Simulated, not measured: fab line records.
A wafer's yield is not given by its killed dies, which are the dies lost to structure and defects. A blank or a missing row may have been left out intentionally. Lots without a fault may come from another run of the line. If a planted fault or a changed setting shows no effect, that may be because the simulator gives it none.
fab line records	flow sky130
[record] lots = 6	wafers = 18	lastDay = 51
route steps=708 shown VIA3@575 PAD_OPEN@708
lots untouched by any fault: they come from a run of this same line in which no faults occurred
startH: start of the lot's first displayed wafer, in hours after the record's first day	waitH: how many hours have passed since the lot's step before this one	" repeats the value in the row above	L1.1+2: a single row standing in for several wafers	- value missing, or start not given	* or withheld: withheld	< > ~ a bound
route shown NAME@n: a module of which the file shows steps, and the number in the route of the first	usual: mean/standard deviation of fault-free wafers	same: alike in all rows	chamber/n: place in a boat	sites: readings site by site	_std_site: standard deviation of those values	_edge_site: outer sites' mean less inner sites'	radiusMm: how far each site lies from the wafer's centre	mask NAME#n: copy n	behind: the tool/chamber that last shaped the wafer	hold: why the lot went on hold/how many hours it stayed there/how the hold came to an end	device: whichever transistor did not switch (one of n, p or np)	end of line: the same wafers' tests at the end of the route	for a step that has no rows: nothing shown but its recipe	killed: dies that structure and defects cost at the first sort, which is not the same as the wafer's yield	map: a wafer's dies, marking killed ones x, the rest . and places with no die _
set.NAME: the setting as run; set.NAME@STEP: as run at that earlier step	model.NAME: the simulator's own value behind a step, which no gauge read
lots at some steps of the route; a table a step, a row a wafer
services: from which hour (startH, from the record's first day; less than 0 if before it) a tool's chamber was out of use, for how many hours, and why
[[steps]]
[step SKY_VIA3_CMP_02]
[recipe] material = SiO2	downForcePsi = 4	platenRpm = 60	padVelocityMS = 0.94248
[usual] headPressurePsi = 4.001/0.0092	motorCurrentA = 12.5/1.3
lot.wafer	tool	chamber	startH	waitH	headPressurePsi	motorCurrentA
L955.3	cmp-01	1	937.92	0.1	4.003	14.7
L955.1	"	2	"	"	4.014	12.2
L955.4	"	3	"	"	3.992	11.4
L957.3	cmp-01	1	944.74	0.2	4.001	14.4
L957.5	"	2	"	"	3.981	13.0
L957.6	"	3	"	"	4.001	10.5
L967.4	cmp-02	1	1021.85	0.1	3.998	13.9
L967.5	"	0	"	"	4.001	12.2
L967.6	"	1	"	"	3.998	13.1
L969.1	cmp-01	0	1024.59	0.1	3.996	13.1
L969.2	"	2	"	"	3.982	12.1
L969.6	"	0	"	"	4.011	13.0
L972.1	cmp-02	0	1043.27	0.1	3.991	12.8
L972.2	"	2	"	"	4.009	10.7
L972.6	"	0	"	"	4.008	12.8
L974.2	cmp-02	0	1080.19	0.1	4.002	12.0
L974.4	"	2	"	"	4.006	10.5
L974.5	"	0	"	"	4.008	12.8
[step SKY_VIA3_BOW_MEAS_03]
[recipe] mode = bow
[usual] VIA3_BOW = 81/8
lot.wafer	tool	chamber	startH	waitH	VIA3_BOW[um]
L955.1	filmMetro-03	-	938.17	0.1	75
L955.3	"	-	"	"	81
L955.4	"	-	"	"	74
L957.3	filmMetro-02	-	944.93	0.1	78
L957.5	"	-	"	"	76
L957.6	"	-	"	"	80
L967.4	filmMetro-02	-	1022.16	0.3	92
L967.5	"	-	"	"	78
L967.6	"	-	"	"	80
L969.1	filmMetro-02	-	1024.84	0.2	68
L969.2	"	-	"	"	70
L969.6	"	-	"	"	82
L972.1	filmMetro-03	-	1043.52	0.2	72
L972.2	"	-	"	"	76
L972.6	"	-	"	"	83
L974.2	filmMetro-04	-	1080.46	0.2	81
L974.4	"	-	"	"	71
L974.5	"	-	"	"	87
[step SKY_VIA3_DEHYDRATE_04]
[recipe] tempC = 200	timeS = 60
[step SKY_VIA3_HMDS_05]
[recipe] primeTimeS = 60	primeTempC = 120
[step SKY_VIA3_COAT_06]
[recipe] resist = BARC	tempC = withheld	timeS = withheld	spinRpm = 3000	resistThkNm = 60
[step SKY_VIA3_COAT_07]
[recipe] resist = KrF-thick	spinRpm = 3000	resistThkNm = 450
[step SKY_VIA3_SOFTBAKE_08]
[recipe] tempC = 100	timeS = 92.91	resist = KrF-thick
[usual] plateSensorTCentreC = 100.88/0.011	plateSensorTEdgeC = 100.95/0.01	resistLineTempC = 23.01/0.11	softbakeTempC = 100.00/0.14
lot.wafer	tool	chamber	startH	waitH	plateSensorTCentreC	plateSensorTEdgeC	resistLineTempC	softbakeTempC
L955.1	lithoTrack-03	0	-	-	100.88	100.96	23.11	100.16
L955.3	"	0	"	"	100.91	100.96	23.10	100.15
L955.4	"	0	"	"	100.89	100.96	23.01	100.18
L957.3	lithoTrack-02	0	-	-	100.87	100.94	22.90	99.65
L957.5	"	0	"	"	100.87	100.95	23.07	99.88
L957.6	"	0	"	"	100.88	100.94	22.95	99.68
L967.4	lithoTrack-02	0	-	-	100.91	100.96	23.03	100.00
L967.5	"	0	"	"	100.87	100.94	23.03	100.12
L967.6	"	0	"	"	100.89	100.96	22.97	99.93
L969.1	lithoTrack-03	0	-	-	100.89	100.96	22.94	99.90
L969.2	"	0	"	"	100.88	100.95	22.97	99.86
L969.6	"	0	"	"	100.87	100.96	23.09	100.21
L972.1	lithoTrack-03	0	-	-	100.88	100.94	23.25	99.95
L972.2	"	0	"	"	100.88	100.96	23.02	99.74
L972.6	"	0	"	"	100.90	100.97	23.18	99.96
L974.2	lithoTrack-03	0	-	-	100.87	100.99	22.91	99.92
L974.4	"	0	"	"	100.90	100.96	22.89	100.08
L974.5	"	0	"	"	100.89	100.94	22.85	100.02
[step SKY_VIA3_EXPOSE_09]
[recipe] maskId = VIM3	na = 0.8	sourceShape = annular	sigmaInner = 0.55	sigmaOuter = 0.85	targetCdNm = 200	doseMj = 38
[step SKY_VIA3_PEB_10]
[recipe] pebTempC = withheld	pebTimeS = withheld	resist = KrF-thick
[step SKY_VIA3_DEVELOP_11]
[recipe] developTimeS = 60	resist = KrF-thick	devTempC = 21
[step SKY_VIA3_CD_MEAS_12]
[recipe] targetCdNm = 200
[usual] cdNm = 200.0/1.6
lot.wafer	tool	chamber	startH	waitH	cdNm
L955.1	cdSem-01	-	962.64	-	200.1
L955.3	"	-	"	"	199.3
L955.4	"	-	"	"	199.3
L957.3	cdSem-02	-	968.81	-	198.7
L957.5	"	-	"	"	200.3
L957.6	"	-	"	"	198.9
L967.4	cdSem-02	-	1045.25	-	201.6
L967.5	"	-	"	"	201.5
L967.6	"	-	"	"	202.7
L969.1	cdSem-02	-	1047.19	-	201.5
L969.2	"	-	"	"	200.6
L969.6	"	-	"	"	199.6
L972.1	cdSem-02	-	1065.19	-	200.9
L972.2	"	-	"	"	200.9
L972.6	"	-	"	"	199.2
L974.2	cdSem-01	-	1100.91	-	201.9
L974.4	"	-	"	"	201.3
L974.5	"	-	"	"	201.4
[step SKY_VIA3_OVL_MEAS_13]
[usual] VIA3_OVL = 1/6.4
lot.wafer	tool	chamber	startH	waitH	VIA3_OVL[nm]
L955.1	overlay-01	-	962.76	0.1	-5
L955.3	"	-	"	"	-3
L955.4	"	-	"	"	-5
L957.3	overlay-02	-	968.90	0.1	5
L957.5	"	-	"	"	4
L957.6	"	-	"	"	9
L967.4	overlay-02	-	1045.33	0.1	4
L967.5	"	-	"	"	7
L967.6	"	-	"	"	8
L969.1	overlay-02	-	1047.31	0.1	-5
L969.2	"	-	"	"	3
L969.6	"	-	"	"	-2
L972.1	overlay-02	-	1065.31	0.1	-2
L972.2	"	-	"	"	-9
L972.6	"	-	"	"	-3
L974.2	overlay-02	-	1101.02	0.1	-4
L974.4	"	-	"	"	-6
L974.5	"	-	"	"	-12
[step SKY_VIA3_ETCH_14]
[recipe] chemistry = N2/H2	target = BARC	ionEnergyEv = 200	sourceW = 500	biasW = 100	pressureMtorr = 30	n2FlowSccm = 100	h2FlowSccm = 200	stopOn = SiO2	timeS = 45.9	targetDepthA = 600
[usual] biasW = 100.03/0.27	chamberPressureMTorr = 30.006/0.027	drypumpMotorCurrentA = 5.9/0.32	h2FlowSccm = 200.0/0.63	oesProductAu = 0.854/0.0044	throttleValvePct = 13.225/0.0094
lot.wafer	tool	chamber	startH	waitH	biasW	chamberPressureMTorr	drypumpMotorCurrentA	h2FlowSccm	oesProductAu	rfHoursCounterH	throttleValvePct	model.KrF-thick_of_VIA3_COAT_07.thkNm
L955.1	rieDiel-03	1	962.79	0.0	-	-	-	-	-	-	-	435.9
L955.3	"	3	"	"	-	-	-	-	-	-	-	435.5
L955.4	"	1	"	"	-	-	-	-	-	-	-	434.5
L957.3	rieDiel-04	1	968.92	0.0	-	-	-	-	-	-	-	436.7
L957.5	"	3	"	"	-	-	-	-	-	-	-	436.3
L957.6	"	0	"	"	-	-	-	-	-	-	-	437.3
L967.4	rieDiel-02	1	1045.35	0.0	99.58	30.013	5.7	199.3	0.857	5	13.226	393.6
L967.5	"	3	"	"	100.21	30.017	5.4	199.5	0.850	-	13.211	394.3
L967.6	"	0	"	"	99.88	29.954	5.9	200.6	0.858	-	13.230	394.1
L969.1	rieDiel-03	0	1047.35	0.0	100.03	30.041	5.5	199.7	0.857	21	13.223	393.7
L969.2	"	2	"	"	100.06	30.026	6.4	198.8	0.862	29	13.215	390.6
L969.6	"	2	"	"	100.40	30.022	6.4	199.6	0.860	-	13.221	390.5
L972.1	rieDiel-02	0	1065.35	0.0	100.04	29.988	5.9	200.0	0.859	7	13.211	394.1
L972.2	"	1	"	"	100.45	30.009	5.7	200.1	0.850	5	13.218	392.5
L972.6	"	3	"	"	99.93	29.992	5.4	198.8	0.850	-	13.215	394.2
L974.2	rieDiel-03	3	1101.05	0.0	100.33	30.027	6.4	200.8	0.851	10	13.210	391.7
L974.4	"	2	"	"	100.23	30.013	6.4	199.7	0.861	30	13.230	391.9
L974.5	"	2	"	"	100.67	29.997	6.4	200.3	0.848	-	13.212	391.8
[step SKY_VIA3_ETCH_15]
[recipe] target = SiO2	chemistry = C4F8/O2/Ar	targetDepthNm = 507	stopOn = TiN	maskMaterial = KrF-thick	sourceW = 1500	biasW = 1200	pressureMtorr = 40	c4f8FlowSccm = withheld	O2_flow_sccm = 6	Ar_flow_sccm = 300	timeS = 78
[usual] biasW = 1201/3.5	chamberPressureMTorr = 40.00/0.035	oesProductAu = 0.947/0.0055
lot.wafer	tool	chamber	startH	waitH	biasW	chamberPressureMTorr	oesProductAu	rfHoursCounterH	model.KrF-thick_of_VIA3_COAT_07.thkNm
L955.1	rieDiel-03	1	962.84	0.0	1196	40.04	0.383	21	332.2
L955.3	"	3	"	"	1200	40.00	0.373	7	332.1
L955.4	"	1	"	"	1201	39.98	0.376	-	330.7
L957.3	rieDiel-04	1	968.97	0.0	1202	39.98	0.378	9	337.1
L957.5	"	3	"	"	1200	39.98	0.391	-	334.6
L957.6	"	0	"	"	1202	40.02	0.380	-	339
L967.4	rieDiel-02	1	1045.39	0.0	1197	40.02	0.945	5	291.2
L967.5	"	3	"	"	1197	40.03	0.950	-	292.1
L967.6	"	0	"	"	1199	40.01	0.944	-	292.9
L969.1	rieDiel-03	0	1047.39	0.0	1200	39.96	0.953	21	293.9
L969.2	"	2	"	"	1193	40.00	0.947	29	286.3
L969.6	"	2	"	"	1193	39.98	0.948	-	286.8
L972.1	rieDiel-02	0	1065.39	0.0	1204	39.98	0.954	7	293.3
L972.2	"	1	"	"	1199	39.98	0.947	5	290.3
L972.6	"	3	"	"	1197	40.00	0.950	-	292.6
L974.2	rieDiel-03	3	1101.09	0.0	1206	39.99	0.953	11	291.8
L974.4	"	2	"	"	1199	40.03	0.952	30	288.9
L974.5	"	2	"	"	1198	40.04	0.954	-	289.1
[step SKY_VIA3_STRIP_16]
[recipe] chemistry = O2/N2	powerW = 1400	pressureMtorr = 1500	platenTempC = withheld	o2FlowSccm = 3000	n2FlowSccm = 300	overashFraction = 0.5
[usual] chamberPressureMTorr = 1499.8/1.4	drypumpMotorCurrentA = 6.1/0.4	o2FlowSccm = 3001/9.4	oesProductAu = 0.403/0.0047	stripTimeToEndpointS = 4.133/0.029
[same] overashFraction = 0.5
lot.wafer	tool	chamber	startH	waitH	chamberPressureMTorr	drypumpMotorCurrentA	o2FlowSccm	oesProductAu	rfHoursCounterH	stripTimeToEndpointS
L955.1	plasmaAsher-02	0	962.90	0.0	1498.6	6.3	3002	0.419	85	4.557
L955.3	"	1	"	"	1501.0	5.8	2992	0.418	-	4.562
L955.4	"	0	"	"	1500.0	6.3	2995	0.415	-	4.537
L957.3	plasmaAsher-04	1	969.06	0.1	1499.3	5.8	3013	0.427	-	4.602
L957.5	"	0	"	"	1497.5	6.4	2994	0.423	-	4.568
L957.6	"	1	"	"	1499.7	5.8	3012	0.423	-	4.624
L967.4	plasmaAsher-04	0	1045.48	0.1	1499.0	6.3	3006	0.399	-	4.126
L967.5	"	0	"	"	1499.1	6.4	3017	0.402	-	4.157
L967.6	"	1	"	"	1499.3	5.8	2993	0.399	-	4.154
L969.1	plasmaAsher-02	0	1047.45	0.0	1500.9	6.3	3004	0.399	93	4.162
L969.2	"	1	"	"	1501.3	5.8	2986	0.404	93	4.093
L969.6	"	1	"	"	1497.8	5.8	2997	0.404	-	4.083
L972.1	plasmaAsher-04	1	1065.45	0.0	1498.9	5.8	3001	0.398	0	4.150
L972.2	"	0	"	"	1501.6	6.4	3008	0.405	0	4.131
L972.6	"	0	"	"	1498.8	6.4	2992	0.402	-	4.142
L974.2	plasmaAsher-02	1	1101.15	0.0	1499.8	5.8	3013	0.399	99	4.139
L974.4	"	1	"	"	1498.4	5.8	3010	0.395	-	4.107
L974.5	"	0	"	"	1500.7	6.3	2999	0.401	-	4.100
[step SKY_VIA3_STRIP_17]
[recipe] chemistry = postEtchResidueRemover	timeS = 1200	tempC = 72.5
[step SKY_PAD_OPEN_PROBE_99]
[usual] defectLimitedYield = 82.4/2	killed_at_M0_to_M3 = 43/6.8	killed_at_M4_up = 3.1/1.8	killedAtContacts = 25/5.8	killedAtFrontEnd = 15/4.2	killedAtOther = 0.3/0.5	killedDies = 87/9.7	killedOnRim = 17/4.1	killedOpen = 47/7.3	killedShort = 39/6.6	sort_bin_3_pad_short = 0.9/0.37	sort_bin_5_function = 10.4/1.4	sort_bin_6_memory = 6.3/1.1	sortNPass = 405/9.7	sortYieldPct = 82.4/2
[same] grossDies = 492	killedAtBackSide = 0	sort_bin_4_leakage[%] = 0	sort_bin_8_speed[%] = 0
lot.wafer	tool	chamber	startH	waitH	defectLimitedYield[%]	killed_at_M0_to_M3	killed_at_M4_up	killedAtContacts	killedAtFrontEnd	killedAtOther	killedDies	killedOnRim	killedOpen	killedShort	sort_bin_3_pad_short[%]	sort_bin_5_function[%]	sort_bin_6_memory[%]	sortNPass	sortYieldPct[%]
L955.1	prober-02	-	1106.49	0.1	0	455	1	18	18	0	492	96	38	36	1.0	94.1	4.9	0	0
L955.3	prober-02	-	1106.59	0.2	0	452	4	22	14	0	492	96	43	35	1.0	92.3	6.7	0	0
L955.4	prober-02	-	1106.64	0.2	0	450	4	26	12	0	492	96	48	47	1.0	92.5	6.5	0	0
L957.3	prober-01	-	1110.24	0.2	0	437	6	34	15	0	492	96	49	42	0.6	92.5	6.9	0	0
L957.5	prober-01	-	1110.34	0.2	0	439	2	36	14	1	492	96	52	31	1.0	92.3	6.7	0	0
L957.6	prober-01	-	1110.39	0.2	0	458	4	15	15	0	492	96	44	34	0.6	95.3	4.1	0	0
L967.4	prober-01	-	1173.89	0.2	84.6	37	1	20	17	1	76	11	42	34	0.6	8.9	5.9	416	84.6
L967.5	prober-01	-	1173.94	0.2	85.0	34	4	21	15	0	74	17	41	33	0.6	8.7	5.7	418	85.0
L967.6	prober-01	-	1173.99	0.2	87.6	27	5	18	11	0	61	14	35	26	0.4	7.9	4.1	431	87.6
L972.1	prober-01	-	1188.04	0.1	84.3	38	2	24	13	0	77	12	41	36	1.4	7.7	6.5	415	84.3
L972.2	prober-01	-	1188.09	0.1	80.3	46	4	31	16	0	97	15	57	40	1.0	12.8	5.9	395	80.3
L972.6	prober-01	-	1188.29	0.2	83.5	42	3	17	19	0	81	19	42	39	1.2	10.8	4.5	411	83.5
// killed by level:class
L955.1 VIA3:areaEtch=418 VIA1:geometricParticle:open=9 CONTACT:geometricParticle:open=8 VIA3:geometricParticle:short=7 POLY_GATE:geometricParticle:short=6 POLY_GATE:geometricParticle:open=4 FIELD_ISO:geometricParticle:open=3 LOCAL_INTERCONNECT:geometricParticle:short=3
L955.3 VIA3:areaEtch=414 VIA1:geometricParticle:open=13 CONTACT:geometricParticle:open=10 LI_CONTACT:geometricParticle:short=6 VIA3:geometricParticle:open=5 METAL2:geometricParticle:short=4 METAL4:geometricParticle:short=4 FIELD_ISO:geometricParticle:open=3
L955.4 VIA3:areaEtch=397 VIA1:geometricParticle:open=11 METAL2:geometricParticle:short=9 CONTACT:geometricParticle:open=9 VIA1:geometricParticle:short=9 VIA3:geometricParticle:open=7 LI_CONTACT:geometricParticle:open=7 CONTACT:geometricParticle:short=7
L957.3 VIA3:areaEtch=401 CONTACT:geometricParticle:open=13 LI_CONTACT:geometricParticle:open=9 VIA1:geometricParticle:open=7 VIA1:geometricParticle:short=6 CONTACT:geometricParticle:short=6 VIA2:geometricParticle:open=6 METAL2:geometricParticle:short=5
L957.5 VIA3:areaEtch=409 CONTACT:geometricParticle:open=18 LI_CONTACT:geometricParticle:open=7 POLY_GATE:geometricParticle:open=6 CONTACT:geometricParticle:short=6 VIA2:geometricParticle:open=6 METAL3:geometricParticle:short=5 VIA1:geometricParticle:short=5
L957.6 VIA3:areaEtch=414 VIA1:geometricParticle:open=14 VIA1:geometricParticle:short=7 CONTACT:geometricParticle:open=6 POLY_GATE:geometricParticle:short=5 METAL2:geometricParticle:short=5 VIA2:geometricParticle:open=5 VIA3:geometricParticle:open=5
L967.4 METAL2:geometricParticle:short=7 VIA2:geometricParticle:open=7 VIA1:geometricParticle:open=5 LI_CONTACT:geometricParticle:open=5 CONTACT:geometricParticle:short=5 CONTACT:geometricParticle:open=5 VIA1:geometricParticle:short=5 FIELD_ISO:geometricParticle:open=4
L967.5 VIA1:geometricParticle:open=7 LI_CONTACT:geometricParticle:open=7 VIA3:geometricParticle:open=7 FIELD_ISO:geometricParticle:short=5 CONTACT:geometricParticle:open=5 METAL3:geometricParticle:short=5 METAL2:geometricParticle:short=4 FIELD_ISO:geometricParticle:open=3
L967.6 VIA2:geometricParticle:open=10 CONTACT:geometricParticle:open=7 FIELD_ISO:geometricParticle:open=5 METAL4:geometricParticle:short=5 LI_CONTACT:geometricParticle:open=3 LOCAL_INTERCONNECT:geometricParticle:short=3 VIA1:geometricParticle:open=3 VIA3:geometricParticle:open=3
L972.1 CONTACT:geometricParticle:open=11 FIELD_ISO:geometricParticle:open=7 VIA1:geometricParticle:open=6 VIA2:geometricParticle:open=6 VIA1:geometricParticle:short=5 LI_CONTACT:geometricParticle:short=4 LOCAL_INTERCONNECT:geometricParticle:short=4 METAL3:geometricParticle:short=4
L972.2 CONTACT:geometricParticle:open=15 VIA1:geometricParticle:open=11 VIA3:geometricParticle:open=9 LOCAL_INTERCONNECT:geometricParticle:short=7 FIELD_ISO:geometricParticle:short=6 FIELD_ISO:geometricParticle:open=5 LI_CONTACT:geometricParticle:open=5 VIA3:geometricParticle:short=5
L972.6 VIA1:geometricParticle:open=13 VIA2:geometricParticle:open=8 FIELD_ISO:geometricParticle:short=7 CONTACT:geometricParticle:short=6 CONTACT:geometricParticle:open=5 VIA1:geometricParticle:short=5 METAL2:geometricParticle:short=5 FIELD_ISO:geometricParticle:open=4
// map L955.1 (x killed, . not)
__________xxxxxxxxxx_________
________xxxxxxxxxxxxxx_______
______xxxxxxxxxxxxxxxxxx_____
_____xxxxxxxxxxxxxxxxxxxx____
____xxxxxxxxxxxxxxxxxxxxxx___
___xxxxxxxxxxxxxxxxxxxxxxxx__
__xxxxxxxxxxxxxxxxxxxxxxxxxx_
_xxxxxxxxxxxxxxxxxxxxxxxxxxxx
_xxxxxxxxxxxxxxxxxxxxxxxxxxxx
_xxxxxxxxxxxxxxxxxxxxxxxxxxxx
_xxxxxxxxxxxxxxxxxxxxxxxxxxxx
_xxxxxxxxxxxxxxxxxxxxxxxxxxxx
_xxxxxxxxxxxxxxxxxxxxxxxxxxxx
_xxxxxxxxxxxxxxxxxxxxxxxxxxxx
_xxxxxxxxxxxxxxxxxxxxxxxxxxxx
__xxxxxxxxxxxxxxxxxxxxxxxxxx_
___xxxxxxxxxxxxxxxxxxxxxxxx__
____xxxxxxxxxxxxxxxxxxxxxx___
_____xxxxxxxxxxxxxxxxxxxx____
______xxxxxxxxxxxxxxxxxx_____
________xxxxxxxxxxxxxx_______
__________xxxxxxxxxx_________
// map L957.3 (x killed, . not)
__________xxxxxxxxxx_________
________xxxxxxxxxxxxxx_______
______xxxxxxxxxxxxxxxxxx_____
_____xxxxxxxxxxxxxxxxxxxx____
____xxxxxxxxxxxxxxxxxxxxxx___
___xxxxxxxxxxxxxxxxxxxxxxxx__
__xxxxxxxxxxxxxxxxxxxxxxxxxx_
_xxxxxxxxxxxxxxxxxxxxxxxxxxxx
_xxxxxxxxxxxxxxxxxxxxxxxxxxxx
_xxxxxxxxxxxxxxxxxxxxxxxxxxxx
_xxxxxxxxxxxxxxxxxxxxxxxxxxxx
_xxxxxxxxxxxxxxxxxxxxxxxxxxxx
_xxxxxxxxxxxxxxxxxxxxxxxxxxxx
_xxxxxxxxxxxxxxxxxxxxxxxxxxxx
_xxxxxxxxxxxxxxxxxxxxxxxxxxxx
__xxxxxxxxxxxxxxxxxxxxxxxxxx_
___xxxxxxxxxxxxxxxxxxxxxxxx__
____xxxxxxxxxxxxxxxxxxxxxx___
_____xxxxxxxxxxxxxxxxxxxx____
______xxxxxxxxxxxxxxxxxx_____
________xxxxxxxxxxxxxx_______
__________xxxxxxxxxx_________
[[services]]
tool	chamber	startH	hours	kind
cmp-01	-	916.00	-	consumableReplace:conditioner
cmp-01	-	916.00	-	consumableReplace:pad
rieDiel-02	1	919.02	6.1	repair
cmp-01	-	932.08	5.5	pm
cmp-02	-	943.59	2.7	repair
rieDiel-03	0	959.98	5.4	repair
rieDiel-02	-	962.18	28.1	pm
plasmaAsher-02	-	963.80	3.3	repair
rieDiel-03	3	990.68	4.2	repair
rieDiel-03	2	998.88	7.7	repair
rieDiel-02	-	1013.19	1.1	repair
rieDiel-02	-	1015.50	2.1	repair
rieDiel-02	2	1019.81	5.7	repair
cmp-02	-	1024.29	14.3	pm
cmp-01	-	1027.29	1.1	repair
rieDiel-03	3	1037.54	25.8	repair
plasmaAsher-04	-	1055.25	9.0	pm
rieDiel-02	0	1066.52	8.8	repair
rieDiel-02	2	1078.22	12.5	repair
rieDiel-04	2	1078.45	2.7	repair
cmp-02	-	1084.05	4.0	pm
rieDiel-04	3	1091.45	2.8	repair
rieDiel-04	-	1092.13	2.7	repair
rieDiel-04	-	1100.01	0.3	repair
[[key]]
[firstSign] step = SKY_VIA3_ETCH_14	reading = toolRecord	direction = missing
[effect] step = SKY_VIA3_ETCH_15	reading = oesProductAu	direction = down	sigmas = 99+	usual = 0.947	struck = 0.380
[effect] step = SKY_VIA3_STRIP_16	reading = stripTimeToEndpointS	direction = up	sigmas = 15	usual = *	struck = *
[effect] step = SKY_PAD_OPEN_PROBE_99	reading = killed_at_M0_to_M3	direction = up	sigmas = 59	usual = 43	struck = 448
[modelEffect] step = SKY_VIA3_ETCH_14	value = KrF-thick_of_VIA3_COAT_07.thkNm	without = 392.4	struck = 436
[modelEffect] step = SKY_VIA3_ETCH_15	value = KrF-thick_of_VIA3_COAT_07.thkNm	without = 290.6	struck = 334.3
[moreKillsBornAt] SKY_VIA3_ETCH_14@rieDiel-03 = 1229	SKY_VIA3_ETCH_14@rieDiel-04 = 1224
metAt SKY_VIA3_ETCH_14
struckWafers L955.1,L955.3,L955.4,L957.3,L957.5,L957.6
laterRowsLeftOut L955.1,L955.3,L955.4,L957.3,L957.5,L957.6
[fault] kind = skippedStepWhole	tool = rieDiel-03,rieDiel-04	chamber = -	onsetH = 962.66	steps = SKY_VIA3_ETCH_14	scope = struckLotsOnly
// laterRowsLeftOut: the simulator's readings of these wafers behind a module that went badly wrong aren't trusted and aren't shown, but for the sort
